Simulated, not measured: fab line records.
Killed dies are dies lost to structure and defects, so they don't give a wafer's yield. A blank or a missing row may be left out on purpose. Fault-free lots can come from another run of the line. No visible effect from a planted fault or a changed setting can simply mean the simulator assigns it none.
Chamber matching | flow sky130 | SKY_FIELD_ISO_CMP_27 on cmp-01: 4 sister chambers
The step polishes, stops on Si3N4, t overpolish 16 s, target thk 457.8 nm. 4 wafers are shown with their chamber, then 9 later ones without.

## WAFERS, EACH WITH ITS CHAMBER
wafer  | chamber | motor-current-A (A)
L611.1 | 1       | 11.2
L612.1 | 2       | 13.2
L612.2 | 3       | 11.1
L612.3 | 0       | 10.4

## WAFERS MISSING THEIR CHAMBER
wafer  | motor-current-A (A)
L615.4 | 11.5
L615.5 | 10.7
L615.6 | 11.6
L618.1 | 10.8
L618.4 | 13.7
L618.5 | 11.0
L620.1 | 11.2
L620.2 | 13.1
L620.3 | 11.5

## THE CHAMBER EACH PASSED THROUGH
wafer  | from the rows above          | in truth
L615.4 | can't be placed: 1 or 3      | 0
L615.5 | can't be placed: 0 or 3 or 1 | 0
L615.6 | can't be placed: 1 or 3      | 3
L618.1 | can't be placed: 3 or 1 or 0 | 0
L618.4 | 2                            | 2
L618.5 | can't be placed: 3 or 1 or 0 | 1
L620.1 | can't be placed: 1 or 3      | 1
L620.2 | 2                            | 2
L620.3 | can't be placed: 1 or 3      | 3
Placed correctly: 2 of 9. Unplaceable from these rows: 7, with the true chamber sitting among the candidates in 6. Placed wrongly: 0.
How it was worked out, from the rows above alone: a wafer's distance from a chamber is the root of the sum, over the readings, of the square of ((its reading less the chamber's mean) divided by the reading's scatter). The wafer belongs to the nearest chamber; if the next one is less than 2 further off, it can't be placed. The mean given for a chamber averages the wafers shown for that chamber. The scatter (one wafer shown for each chamber): square how far every hidden wafer sits from the nearest shown wafer, average those squares and take the square root.
